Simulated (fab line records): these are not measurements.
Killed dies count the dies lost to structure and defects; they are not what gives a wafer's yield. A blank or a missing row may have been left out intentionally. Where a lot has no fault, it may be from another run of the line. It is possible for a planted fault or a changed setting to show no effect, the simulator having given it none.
Chamber matching :: flow gf180mcu :: rie diel-04 running GF_HV_LDD_ETCHBACK_58: 4 sister chambers
The step etches Si3N4 in CH3F/O2, stops on SiO2, time 100 s, target depth 90 nm. 7 wafers are shown with their chamber, then 7 later ones without.

## WAFERS PAIRED WITH THEIR CHAMBERS
wafer: L221.1
chamber: 0
oes product au (a.u.): 0.840
bias w (W): 79.96

wafer: L223.5
chamber: 3
oes product au (a.u.): 0.846
bias w (W): 80.09

wafer: L227.3
chamber: 0
oes product au (a.u.): 0.837
bias w (W): 80.01

wafer: L227.4
chamber: 1
oes product au (a.u.): 0.838
bias w (W): 80.06

wafer: L227.6
chamber: 2
oes product au (a.u.): 0.836
bias w (W): 80.01

wafer: L228.2
chamber: 1
oes product au (a.u.): 0.851
bias w (W): 80.04

wafer: L228.4
chamber: 2
oes product au (a.u.): 0.839
bias w (W): 80.07

## WAFERS WHOSE CHAMBER IS MISSING
wafer: L228.6
oes product au (a.u.): 0.842
bias w (W): 79.87

wafer: L231.1
oes product au (a.u.): 0.843
bias w (W): 79.47

wafer: L231.4
oes product au (a.u.): 0.843
bias w (W): 79.98

wafer: L231.6
oes product au (a.u.): 0.844
bias w (W): 79.84

wafer: L232.3
oes product au (a.u.): 0.847
bias w (W): 80.24

wafer: L232.4
oes product au (a.u.): 0.841
bias w (W): 80.15

wafer: L232.5
oes product au (a.u.): 0.834
bias w (W): 80.07

## WHICH CHAMBER EACH ONE RAN IN
wafer: L228.6
from the rows above: can't be placed: 0 or 2 or 1
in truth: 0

wafer: L231.1
from the rows above: can't be placed: 0 or 2 or 1
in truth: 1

wafer: L231.4
from the rows above: can't be placed: 0 or 2 or 1
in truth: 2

wafer: L231.6
from the rows above: can't be placed: 0 or 2 or 1
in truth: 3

wafer: L232.3
from the rows above: can't be placed: 3 or 1 or 2
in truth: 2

wafer: L232.4
from the rows above: can't be placed: 3 or 1 or 2
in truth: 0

wafer: L232.5
from the rows above: can't be placed: 2 or 1 or 3 or 0
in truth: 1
Placed correctly: 0 of 7. Not placeable from these rows: 7 (in 5, the candidates include the true chamber). Number placed wrongly: 0.
How it was worked out, from the rows above alone: a wafer's distance from a chamber is the root of the sum, over the readings, of the square of ((its reading less the chamber's mean) divided by the reading's scatter). The wafer belongs to the nearest chamber; if the next one is less than 2 further off, it can't be placed. A chamber's mean is the mean of its shown wafers. How the scatter is found: for the shown wafers, subtract from each reading the mean of its chamber, square and add these, divide the total by (wafers less chambers), then take the root.
